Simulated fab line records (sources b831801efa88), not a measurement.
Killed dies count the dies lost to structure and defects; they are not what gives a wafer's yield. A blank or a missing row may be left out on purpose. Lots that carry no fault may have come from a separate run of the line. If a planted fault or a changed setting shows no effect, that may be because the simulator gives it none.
fab line records :: flow gf180mcu
[record]
  lots = 14
  wafers = 42
  lastDay = 33
route steps=602 shown CONTACT@310 M1@321
lots that met no fault: from a run of the same line without faults
startH: the number of hours between the record's first day and the start of the first shown wafer of the lot :: waitH: hours since the lot's step before :: " identical to the entry in the row above :: L1.1+2: a single row standing in for several wafers :: - value missing, or start not given :: * or withheld: withheld :: < > ~ a bound
route shown NAME@n: names a module that has steps shown in the file, with the first one's number in the route :: usual: mean and standard deviation over wafers with no fault :: same: alike in all rows :: chamber/n: place in a boat :: sites: readings site by site :: _std_site: how widely they spread, as a standard deviation :: _edge_site: outer sites' mean less inner sites' :: radiusMm: for every site, how far away it sits from the centre of the wafer :: mask NAME#n: copy n :: behind: the tool/chamber that last shaped the wafer :: hold: why the lot was held/for how many hours/how that ended :: device: names the non-switching transistor (n, p or np) :: end of line: the route-end tests of the same wafers :: where a step has no rows: the recipe by itself :: killed: dies lost to structure and defects at the first sort, not the wafer's yield :: map: a wafer's dies, x killed, . not, _ none there
set.NAME: the setting that was run; set.NAME@STEP: the one run at that earlier step :: model.NAME: the simulator's own value behind a step, which no gauge read
steps of the route over a sample of lots; a table a step, a row a wafer
services: a tool's chamber out of use, with start hour (startH, from the record's first day; less than 0 if before it), hours out, and reason
[[steps]]
[step GF_CONTACT_SPUTTER_23]
[recipe]
  material = TiN
  targetThkNm = 10
  chamberPressurePa = 5
  powerW = 4000
  timeS = 40
[usual]
  throttleValvePct = 30.3/0.69
lot.wafer: L291.1
tool: pvdSputter-04
chamber: -
startH: 359.30
waitH: 0.0
throttleValvePct: 28.8

lot.wafer: L291.2
tool: pvdSputter-04
chamber: -
startH: 359.30
waitH: 0.0
throttleValvePct: 30.2

lot.wafer: L291.5
tool: pvdSputter-04
chamber: -
startH: 359.30
waitH: 0.0
throttleValvePct: 30.5

lot.wafer: L292.1
tool: pvdSputter-04
chamber: -
startH: 371.83
waitH: 0.0
throttleValvePct: 30.2

lot.wafer: L292.3
tool: pvdSputter-04
chamber: -
startH: 371.83
waitH: 0.0
throttleValvePct: 30.6

lot.wafer: L292.4
tool: pvdSputter-04
chamber: -
startH: 371.83
waitH: 0.0
throttleValvePct: 30.5

lot.wafer: L294.2
tool: pvdSputter-02
chamber: -
startH: 388.33
waitH: 0.0
throttleValvePct: 30.6

lot.wafer: L294.3
tool: pvdSputter-02
chamber: -
startH: 388.33
waitH: 0.0
throttleValvePct: 30.6

lot.wafer: L294.5
tool: pvdSputter-02
chamber: -
startH: 388.33
waitH: 0.0
throttleValvePct: 30.8

lot.wafer: L296.3
tool: pvdSputter-04
chamber: -
startH: 410.88
waitH: 0.0
throttleValvePct: 30.4

lot.wafer: L296.4
tool: pvdSputter-04
chamber: -
startH: 410.88
waitH: 0.0
throttleValvePct: 30.2

lot.wafer: L296.6
tool: pvdSputter-04
chamber: -
startH: 410.88
waitH: 0.0
throttleValvePct: 28.5

lot.wafer: L297.1
tool: pvdSputter-04
chamber: -
startH: 414.33
waitH: 0.0
throttleValvePct: 30.4

lot.wafer: L297.3
tool: pvdSputter-04
chamber: -
startH: 414.33
waitH: 0.0
throttleValvePct: 30.1

lot.wafer: L297.6
tool: pvdSputter-04
chamber: -
startH: 414.33
waitH: 0.0
throttleValvePct: 30.5

lot.wafer: L298.3
tool: pvdSputter-04
chamber: -
startH: 429.49
waitH: 0.0
throttleValvePct: 28.7

lot.wafer: L298.5
tool: pvdSputter-04
chamber: -
startH: 429.49
waitH: 0.0
throttleValvePct: 28.4

lot.wafer: L298.6
tool: pvdSputter-04
chamber: -
startH: 429.49
waitH: 0.0
throttleValvePct: 30.3

lot.wafer: L300.1
tool: pvdSputter-03
chamber: -
startH: 449.17
waitH: 0.0
throttleValvePct: 31.5

lot.wafer: L300.3
tool: pvdSputter-03
chamber: -
startH: 449.17
waitH: 0.0
throttleValvePct: 31.0

lot.wafer: L300.5
tool: pvdSputter-03
chamber: -
startH: 449.17
waitH: 0.0
throttleValvePct: 30.7

lot.wafer: L301.2
tool: pvdSputter-02
chamber: -
startH: 454.77
waitH: 0.0
throttleValvePct: 31.1

lot.wafer: L301.3
tool: pvdSputter-02
chamber: -
startH: 454.77
waitH: 0.0
throttleValvePct: 30.6

lot.wafer: L301.5
tool: pvdSputter-02
chamber: -
startH: 454.77
waitH: 0.0
throttleValvePct: 30.7

lot.wafer: L302.4
tool: pvdSputter-02
chamber: -
startH: 463.03
waitH: 0.0
throttleValvePct: 30.2

lot.wafer: L302.5
tool: pvdSputter-02
chamber: -
startH: 463.03
waitH: 0.0
throttleValvePct: 30.2

lot.wafer: L302.6
tool: pvdSputter-02
chamber: -
startH: 463.03
waitH: 0.0
throttleValvePct: 30.4

lot.wafer: L307.1
tool: pvdSputter-02
chamber: -
startH: 501.17
waitH: 0.0
throttleValvePct: 30.0

lot.wafer: L307.3
tool: pvdSputter-02
chamber: -
startH: 501.17
waitH: 0.0
throttleValvePct: 30.7

lot.wafer: L307.6
tool: pvdSputter-02
chamber: -
startH: 501.17
waitH: 0.0
throttleValvePct: 31.2

lot.wafer: L308.1
tool: pvdSputter-04
chamber: -
startH: 511.87
waitH: 0.0
throttleValvePct: 30.4

lot.wafer: L308.4
tool: pvdSputter-04
chamber: -
startH: 511.87
waitH: 0.0
throttleValvePct: 28.6

lot.wafer: L308.5
tool: pvdSputter-04
chamber: -
startH: 511.87
waitH: 0.0
throttleValvePct: 28.7

lot.wafer: L309.1
tool: pvdSputter-03
chamber: -
startH: 521.62
waitH: 0.0
throttleValvePct: 31.6

lot.wafer: L309.3
tool: pvdSputter-03
chamber: -
startH: 521.62
waitH: 0.0
throttleValvePct: 29.2

lot.wafer: L309.5
tool: pvdSputter-03
chamber: -
startH: 521.62
waitH: 0.0
throttleValvePct: 29.5

lot.wafer: L310.3
tool: pvdSputter-03
chamber: -
startH: 528.57
waitH: 0.0
throttleValvePct: 31.4

lot.wafer: L310.4
tool: pvdSputter-03
chamber: -
startH: 528.57
waitH: 0.0
throttleValvePct: 29.1

lot.wafer: L310.5
tool: pvdSputter-03
chamber: -
startH: 528.57
waitH: 0.0
throttleValvePct: 30.9

lot.wafer: L311.1
tool: pvdSputter-02
chamber: -
startH: 533.28
waitH: 0.0
throttleValvePct: 30.6

lot.wafer: L311.4
tool: pvdSputter-02
chamber: -
startH: 533.28
waitH: 0.0
throttleValvePct: 31.0

lot.wafer: L311.5
tool: pvdSputter-02
chamber: -
startH: 533.28
waitH: 0.0
throttleValvePct: 30.6
[step GF_CONTACT_CVD_24]
[recipe]
  material = W
  targetThkNm = 300
  timeS = 90.339
  tempC = 400
  pressureTorr = 40
[usual]
  heaterPowerW = 862/58
lot.wafer: L291.1
tool: cvdW-02
chamber: 1
startH: 359.34
waitH: 0.0
heaterPowerW: 929

lot.wafer: L291.2
tool: cvdW-02
chamber: 0
startH: 359.34
waitH: 0.0
heaterPowerW: 1025

lot.wafer: L291.5
tool: cvdW-02
chamber: 1
startH: 359.34
waitH: 0.0
heaterPowerW: 906

lot.wafer: L292.1
tool: cvdW-01
chamber: 0
startH: 371.87
waitH: 0.0
heaterPowerW: 835

lot.wafer: L292.3
tool: cvdW-01
chamber: 1
startH: 371.87
waitH: 0.0
heaterPowerW: 808

lot.wafer: L292.4
tool: cvdW-01
chamber: 0
startH: 371.87
waitH: 0.0
heaterPowerW: 842

lot.wafer: L294.2
tool: cvdW-01
chamber: 0
startH: 388.40
waitH: 0.1
heaterPowerW: 831

lot.wafer: L294.3
tool: cvdW-01
chamber: 0
startH: 388.40
waitH: 0.1
heaterPowerW: 825

lot.wafer: L294.5
tool: cvdW-01
chamber: 0
startH: 388.40
waitH: 0.1
heaterPowerW: 829

lot.wafer: L296.3
tool: cvdW-01
chamber: 0
startH: 410.95
waitH: 0.1
heaterPowerW: 829

lot.wafer: L296.4
tool: cvdW-01
chamber: 1
startH: 410.95
waitH: 0.1
heaterPowerW: 824

lot.wafer: L296.6
tool: cvdW-01
chamber: 0
startH: 410.95
waitH: 0.1
heaterPowerW: 831

lot.wafer: L297.1
tool: cvdW-02
chamber: 1
startH: 414.37
waitH: 0.0
heaterPowerW: 863

lot.wafer: L297.3
tool: cvdW-02
chamber: 1
startH: 414.37
waitH: 0.0
heaterPowerW: 839

lot.wafer: L297.6
tool: cvdW-02
chamber: 0
startH: 414.37
waitH: 0.0
heaterPowerW: 977

lot.wafer: L298.3
tool: cvdW-01
chamber: 1
startH: 429.56
waitH: 0.1
heaterPowerW: 797

lot.wafer: L298.5
tool: cvdW-01
chamber: 0
startH: 429.56
waitH: 0.1
heaterPowerW: 847

lot.wafer: L298.6
tool: cvdW-01
chamber: 1
startH: 429.56
waitH: 0.1
heaterPowerW: 827

lot.wafer: L300.1
tool: cvdW-01
chamber: 0
startH: 449.21
waitH: 0.0
heaterPowerW: 846

lot.wafer: L300.3
tool: cvdW-01
chamber: 1
startH: 449.21
waitH: 0.0
heaterPowerW: 822

lot.wafer: L300.5
tool: cvdW-01
chamber: 0
startH: 449.21
waitH: 0.0
heaterPowerW: 831

lot.wafer: L301.2
tool: cvdW-01
chamber: 0
startH: 454.81
waitH: 0.0
heaterPowerW: 831

lot.wafer: L301.3
tool: cvdW-01
chamber: 1
startH: 454.81
waitH: 0.0
heaterPowerW: 847

lot.wafer: L301.5
tool: cvdW-01
chamber: 1
startH: 454.81
waitH: 0.0
heaterPowerW: 822

lot.wafer: L302.4
tool: cvdW-01
chamber: 0
startH: 463.10
waitH: 0.1
heaterPowerW: 840

lot.wafer: L302.5
tool: cvdW-01
chamber: 1
startH: 463.10
waitH: 0.1
heaterPowerW: 824

lot.wafer: L302.6
tool: cvdW-01
chamber: 0
startH: 463.10
waitH: 0.1
heaterPowerW: 831

lot.wafer: L307.1
tool: cvdW-01
chamber: 0
startH: 501.21
waitH: 0.0
heaterPowerW: 867

lot.wafer: L307.3
tool: cvdW-01
chamber: 1
startH: 501.21
waitH: 0.0
heaterPowerW: 819

lot.wafer: L307.6
tool: cvdW-01
chamber: 1
startH: 501.21
waitH: 0.0
heaterPowerW: 816

lot.wafer: L308.1
tool: cvdW-01
chamber: 1
startH: 511.91
waitH: 0.0
heaterPowerW: 815

lot.wafer: L308.4
tool: cvdW-01
chamber: 1
startH: 511.91
waitH: 0.0
heaterPowerW: 840

lot.wafer: L308.5
tool: cvdW-01
chamber: 0
startH: 511.91
waitH: 0.0
heaterPowerW: 837

lot.wafer: L309.1
tool: cvdW-01
chamber: 0
startH: 521.66
waitH: 0.0
heaterPowerW: 826

lot.wafer: L309.3
tool: cvdW-01
chamber: 0
startH: 521.66
waitH: 0.0
heaterPowerW: 824

lot.wafer: L309.5
tool: cvdW-01
chamber: 0
startH: 521.66
waitH: 0.0
heaterPowerW: 864

lot.wafer: L310.3
tool: cvdW-02
chamber: 0
startH: 528.64
waitH: 0.1
heaterPowerW: 999

lot.wafer: L310.4
tool: cvdW-02
chamber: 1
startH: 528.64
waitH: 0.1
heaterPowerW: 863

lot.wafer: L310.5
tool: cvdW-02
chamber: 0
startH: 528.64
waitH: 0.1
heaterPowerW: 1003

lot.wafer: L311.1
tool: cvdW-02
chamber: 1
startH: 533.31
waitH: 0.0
heaterPowerW: 860

lot.wafer: L311.4
tool: cvdW-02
chamber: 1
startH: 533.31
waitH: 0.0
heaterPowerW: 856

lot.wafer: L311.5
tool: cvdW-02
chamber: 0
startH: 533.31
waitH: 0.0
heaterPowerW: 995
[step GF_M1_THK_MEAS_06]
[recipe]
  thkMeasGauge = xrf
  reads = AlCu_of_M1_SPUTTER_02
[usual]
  M1_ALCU_THK = 441/5.5
lot.wafer: L291.1
tool: filmMetro-03
chamber: -
startH: 360.26
waitH: 0.1
M1_ALCU_THK[nm]: 441

lot.wafer: L291.2
tool: filmMetro-03
chamber: -
startH: 360.26
waitH: 0.1
M1_ALCU_THK[nm]: 439

lot.wafer: L291.5
tool: filmMetro-03
chamber: -
startH: 360.26
waitH: 0.1
M1_ALCU_THK[nm]: 437

lot.wafer: L292.1
tool: filmMetro-01
chamber: -
startH: 372.79
waitH: 0.1
M1_ALCU_THK[nm]: 447

lot.wafer: L292.3
tool: filmMetro-01
chamber: -
startH: 372.79
waitH: 0.1
M1_ALCU_THK[nm]: 452

lot.wafer: L292.4
tool: filmMetro-01
chamber: -
startH: 372.79
waitH: 0.1
M1_ALCU_THK[nm]: 448

lot.wafer: L294.2
tool: filmMetro-03
chamber: -
startH: 389.40
waitH: 0.1
M1_ALCU_THK[nm]: 436

lot.wafer: L294.3
tool: filmMetro-03
chamber: -
startH: 389.40
waitH: 0.1
M1_ALCU_THK[nm]: 438

lot.wafer: L294.5
tool: filmMetro-03
chamber: -
startH: 389.40
waitH: 0.1
M1_ALCU_THK[nm]: 434

lot.wafer: L296.3
tool: filmMetro-04
chamber: -
startH: 412.02
waitH: 0.1
M1_ALCU_THK[nm]: 451

lot.wafer: L296.4
tool: filmMetro-04
chamber: -
startH: 412.02
waitH: 0.1
M1_ALCU_THK[nm]: 445

lot.wafer: L296.6
tool: filmMetro-04
chamber: -
startH: 412.02
waitH: 0.1
M1_ALCU_THK[nm]: 451

lot.wafer: L297.1
tool: filmMetro-01
chamber: -
startH: 415.29
waitH: 0.1
M1_ALCU_THK[nm]: 453

lot.wafer: L297.3
tool: filmMetro-01
chamber: -
startH: 415.29
waitH: 0.1
M1_ALCU_THK[nm]: 449

lot.wafer: L297.6
tool: filmMetro-01
chamber: -
startH: 415.29
waitH: 0.1
M1_ALCU_THK[nm]: 451

lot.wafer: L298.3
tool: filmMetro-01
chamber: -
startH: 430.47
waitH: 0.1
M1_ALCU_THK[nm]: 441

lot.wafer: L298.5
tool: filmMetro-01
chamber: -
startH: 430.47
waitH: 0.1
M1_ALCU_THK[nm]: 444

lot.wafer: L298.6
tool: filmMetro-01
chamber: -
startH: 430.47
waitH: 0.1
M1_ALCU_THK[nm]: 441

lot.wafer: L300.1
tool: filmMetro-04
chamber: -
startH: 450.13
waitH: 0.1
M1_ALCU_THK[nm]: 437

lot.wafer: L300.3
tool: filmMetro-04
chamber: -
startH: 450.13
waitH: 0.1
M1_ALCU_THK[nm]: 438

lot.wafer: L300.5
tool: filmMetro-04
chamber: -
startH: 450.13
waitH: 0.1
M1_ALCU_THK[nm]: 439

lot.wafer: L301.2
tool: filmMetro-01
chamber: -
startH: 455.74
waitH: 0.1
M1_ALCU_THK[nm]: 441

lot.wafer: L301.3
tool: filmMetro-01
chamber: -
startH: 455.74
waitH: 0.1
M1_ALCU_THK[nm]: 440

lot.wafer: L301.5
tool: filmMetro-01
chamber: -
startH: 455.74
waitH: 0.1
M1_ALCU_THK[nm]: 441

lot.wafer: L302.4
tool: filmMetro-03
chamber: -
startH: 464.02
waitH: 0.1
M1_ALCU_THK[nm]: 436

lot.wafer: L302.5
tool: filmMetro-03
chamber: -
startH: 464.02
waitH: 0.1
M1_ALCU_THK[nm]: 433

lot.wafer: L302.6
tool: filmMetro-03
chamber: -
startH: 464.02
waitH: 0.1
M1_ALCU_THK[nm]: 437

lot.wafer: L307.1
tool: filmMetro-04
chamber: -
startH: 502.13
waitH: 0.1
M1_ALCU_THK[nm]: 441

lot.wafer: L307.3
tool: filmMetro-04
chamber: -
startH: 502.13
waitH: 0.1
M1_ALCU_THK[nm]: 444

lot.wafer: L307.6
tool: filmMetro-04
chamber: -
startH: 502.13
waitH: 0.1
M1_ALCU_THK[nm]: 443

lot.wafer: L308.1
tool: filmMetro-03
chamber: -
startH: 512.83
waitH: 0.1
M1_ALCU_THK[nm]: 442

lot.wafer: L308.4
tool: filmMetro-03
chamber: -
startH: 512.83
waitH: 0.1
M1_ALCU_THK[nm]: 438

lot.wafer: L308.5
tool: filmMetro-03
chamber: -
startH: 512.83
waitH: 0.1
M1_ALCU_THK[nm]: 439

lot.wafer: L309.1
tool: filmMetro-04
chamber: -
startH: 522.58
waitH: 0.1
M1_ALCU_THK[nm]: 434

lot.wafer: L309.3
tool: filmMetro-04
chamber: -
startH: 522.58
waitH: 0.1
M1_ALCU_THK[nm]: 440

lot.wafer: L309.5
tool: filmMetro-04
chamber: -
startH: 522.58
waitH: 0.1
M1_ALCU_THK[nm]: 439

lot.wafer: L310.3
tool: filmMetro-03
chamber: -
startH: 529.55
waitH: 0.1
M1_ALCU_THK[nm]: 433

lot.wafer: L310.4
tool: filmMetro-03
chamber: -
startH: 529.55
waitH: 0.1
M1_ALCU_THK[nm]: 440

lot.wafer: L310.5
tool: filmMetro-03
chamber: -
startH: 529.55
waitH: 0.1
M1_ALCU_THK[nm]: 436

lot.wafer: L311.1
tool: filmMetro-04
chamber: -
startH: 534.24
waitH: 0.1
M1_ALCU_THK[nm]: 436

lot.wafer: L311.4
tool: filmMetro-04
chamber: -
startH: 534.24
waitH: 0.1
M1_ALCU_THK[nm]: 440

lot.wafer: L311.5
tool: filmMetro-04
chamber: -
startH: 534.24
waitH: 0.1
M1_ALCU_THK[nm]: 437
[step GF_M1_PEB_12]
[recipe]
  pebTempC = 135
  pebTimeS = 90
  resist = KrF
[usual]
  chillPlateTempC = 23.02/0.12
  exhaustPa = 45.1/0.89
lot.wafer: L291.1
tool: lithoTrack-01
chamber: 0
startH: 382.73
waitH: -
chillPlateTempC: 22.96
exhaustPa: 44.6

lot.wafer: L291.2
tool: lithoTrack-01
chamber: 0
startH: 382.73
waitH: -
chillPlateTempC: 23.03
exhaustPa: 43.9

lot.wafer: L291.5
tool: lithoTrack-01
chamber: 0
startH: 382.73
waitH: -
chillPlateTempC: 22.91
exhaustPa: 45.2

lot.wafer: L292.1
tool: lithoTrack-02
chamber: 0
startH: 395.04
waitH: -
chillPlateTempC: 22.84
exhaustPa: 46.4

lot.wafer: L292.3
tool: lithoTrack-02
chamber: 0
startH: 395.04
waitH: -
chillPlateTempC: 22.91
exhaustPa: 46.2

lot.wafer: L292.4
tool: lithoTrack-02
chamber: 0
startH: 395.04
waitH: -
chillPlateTempC: 22.90
exhaustPa: 44.4

lot.wafer: L294.2
tool: lithoTrack-03
chamber: 0
startH: 412.37
waitH: -
chillPlateTempC: 23.18
exhaustPa: 44.8

lot.wafer: L294.3
tool: lithoTrack-03
chamber: 0
startH: 412.37
waitH: -
chillPlateTempC: 23.06
exhaustPa: 45.0

lot.wafer: L294.5
tool: lithoTrack-03
chamber: 0
startH: 412.37
waitH: -
chillPlateTempC: 23.03
exhaustPa: 45.1

lot.wafer: L296.3
tool: lithoTrack-03
chamber: 0
startH: 436.31
waitH: -
chillPlateTempC: 23.23
exhaustPa: 44.0

lot.wafer: L296.4
tool: lithoTrack-03
chamber: 0
startH: 436.31
waitH: -
chillPlateTempC: 22.97
exhaustPa: 44.5

lot.wafer: L296.6
tool: lithoTrack-03
chamber: 0
startH: 436.31
waitH: -
chillPlateTempC: 23.17
exhaustPa: 44.3

lot.wafer: L297.1
tool: lithoTrack-03
chamber: 0
startH: 439.09
waitH: -
chillPlateTempC: 22.80
exhaustPa: 45.2

lot.wafer: L297.3
tool: lithoTrack-03
chamber: 0
startH: 439.09
waitH: -
chillPlateTempC: 22.93
exhaustPa: 45.5

lot.wafer: L297.6
tool: lithoTrack-03
chamber: 0
startH: 439.09
waitH: -
chillPlateTempC: 22.72
exhaustPa: 44.6

lot.wafer: L298.3
tool: lithoTrack-02
chamber: 0
startH: 453.85
waitH: -
chillPlateTempC: 22.99
exhaustPa: 44.9

lot.wafer: L298.5
tool: lithoTrack-02
chamber: 0
startH: 453.85
waitH: -
chillPlateTempC: 23.06
exhaustPa: 44.4

lot.wafer: L298.6
tool: lithoTrack-02
chamber: 0
startH: 453.85
waitH: -
chillPlateTempC: 22.98
exhaustPa: 44.8

lot.wafer: L300.1
tool: lithoTrack-03
chamber: 0
startH: 473.54
waitH: -
chillPlateTempC: 22.95
exhaustPa: 46.1

lot.wafer: L300.3
tool: lithoTrack-03
chamber: 0
startH: 473.54
waitH: -
chillPlateTempC: 22.89
exhaustPa: 45.7

lot.wafer: L300.5
tool: lithoTrack-03
chamber: 0
startH: 473.54
waitH: -
chillPlateTempC: 22.87
exhaustPa: 45.4

lot.wafer: L301.2
tool: lithoTrack-01
chamber: 0
startH: 479.31
waitH: -
chillPlateTempC: 22.78
exhaustPa: 45.1

lot.wafer: L301.3
tool: lithoTrack-01
chamber: 0
startH: 479.31
waitH: -
chillPlateTempC: 22.83
exhaustPa: 45.4

lot.wafer: L301.5
tool: lithoTrack-01
chamber: 0
startH: 479.31
waitH: -
chillPlateTempC: 22.89
exhaustPa: 45.4

lot.wafer: L302.4
tool: lithoTrack-03
chamber: 0
startH: 487.79
waitH: -
chillPlateTempC: 22.91
exhaustPa: 46.9

lot.wafer: L302.5
tool: lithoTrack-03
chamber: 0
startH: 487.79
waitH: -
chillPlateTempC: 23.01
exhaustPa: 46.1

lot.wafer: L302.6
tool: lithoTrack-03
chamber: 0
startH: 487.79
waitH: -
chillPlateTempC: 22.94
exhaustPa: 45.9

lot.wafer: L307.1
tool: lithoTrack-01
chamber: 0
startH: 525.08
waitH: -
chillPlateTempC: 23.05
exhaustPa: 44.3

lot.wafer: L307.3
tool: lithoTrack-01
chamber: 0
startH: 525.08
waitH: -
chillPlateTempC: 23.04
exhaustPa: 44.3

lot.wafer: L307.6
tool: lithoTrack-01
chamber: 0
startH: 525.08
waitH: -
chillPlateTempC: 22.94
exhaustPa: 44.6

lot.wafer: L308.1
tool: lithoTrack-02
chamber: 0
startH: 534.68
waitH: -
chillPlateTempC: 23.02
exhaustPa: 46.0

lot.wafer: L308.4
tool: lithoTrack-02
chamber: 0
startH: 534.68
waitH: -
chillPlateTempC: 22.98
exhaustPa: 46.6

lot.wafer: L308.5
tool: lithoTrack-02
chamber: 0
startH: 534.68
waitH: -
chillPlateTempC: 23.02
exhaustPa: 45.8

lot.wafer: L309.1
tool: lithoTrack-01
chamber: -
startH: 544.83
waitH: -
chillPlateTempC: -
exhaustPa: -

lot.wafer: L309.3
tool: lithoTrack-01
chamber: -
startH: 544.83
waitH: -
chillPlateTempC: -
exhaustPa: -

lot.wafer: L309.5
tool: lithoTrack-01
chamber: -
startH: 544.83
waitH: -
chillPlateTempC: -
exhaustPa: -

lot.wafer: L310.3
tool: lithoTrack-01
chamber: -
startH: 551.50
waitH: -
chillPlateTempC: -
exhaustPa: -

lot.wafer: L310.4
tool: lithoTrack-01
chamber: -
startH: 551.50
waitH: -
chillPlateTempC: -
exhaustPa: -

lot.wafer: L310.5
tool: lithoTrack-01
chamber: -
startH: 551.50
waitH: -
chillPlateTempC: -
exhaustPa: -

lot.wafer: L311.1
tool: lithoTrack-01
chamber: 0
startH: 556.18
waitH: -
chillPlateTempC: 23.04
exhaustPa: 45.5

lot.wafer: L311.4
tool: lithoTrack-01
chamber: 0
startH: 556.18
waitH: -
chillPlateTempC: 23.02
exhaustPa: 45.8

lot.wafer: L311.5
tool: lithoTrack-01
chamber: 0
startH: 556.18
waitH: -
chillPlateTempC: 23.19
exhaustPa: 45.8
[[services]]
tool: cvdW-01
chamber: 1
startH: 379.19
hours: 11.1
kind: repair

tool: cvdW-02
chamber: -
startH: 390.00
hours: 14.0
kind: pm

tool: cvdW-02
chamber: 0
startH: 390.00
hours: 14.0
kind: ventCycle

tool: cvdW-02
chamber: 1
startH: 390.00
hours: 14.0
kind: ventCycle

tool: cvdW-02
chamber: 0
startH: 404.00
hours: -
kind: clean

tool: cvdW-02
chamber: 1
startH: 404.00
hours: -
kind: clean

tool: cvdW-02
chamber: -
startH: 412.91
hours: 0.8
kind: repair

tool: cvdW-01
chamber: 1
startH: 430.45
hours: 10.1
kind: repair

tool: cvdW-01
chamber: -
startH: 485.07
hours: 2.8
kind: pm

tool: cvdW-02
chamber: -
startH: 486.22
hours: 5.5
kind: repair

tool: cvdW-01
chamber: -
startH: 533.01
hours: 6.9
kind: pm

tool: cvdW-01
chamber: 0
startH: 542.28
hours: 15.1
kind: repair
[[key]]
[firstSign]
  step = GF_M1_PEB_12
  reading = toolRecord
  direction = missing
effect none on later readings
metAt GF_M1_PEB_12
struckLots L309,L310
laterRowsLeftOut L309.1,L309.3,L309.5,L310.3,L310.4,L310.5
sortLeftOut L309.1,L309.3,L309.5,L310.3,L310.4,L310.5
notActingAt GF_CONTACT_SPUTTER_23,GF_CONTACT_CVD_24,GF_M1_THK_MEAS_06
onsetBetween 525.08 544.83
[fault]
  kind = skippedStepWhole
  tool = lithoTrack-01
  chamber = -
  onsetH = 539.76
  steps = GF_M1_PEB_12
  scope = struckLotsOnly
// sortLeftOut: the simulated sort isn't trusted on such a fault, so these wafers' sort isn't shown, and their yield isn't known
// laterRowsLeftOut: the simulator's readings of these wafers behind a module that went badly wrong aren't trusted and aren't shown, but for the sort
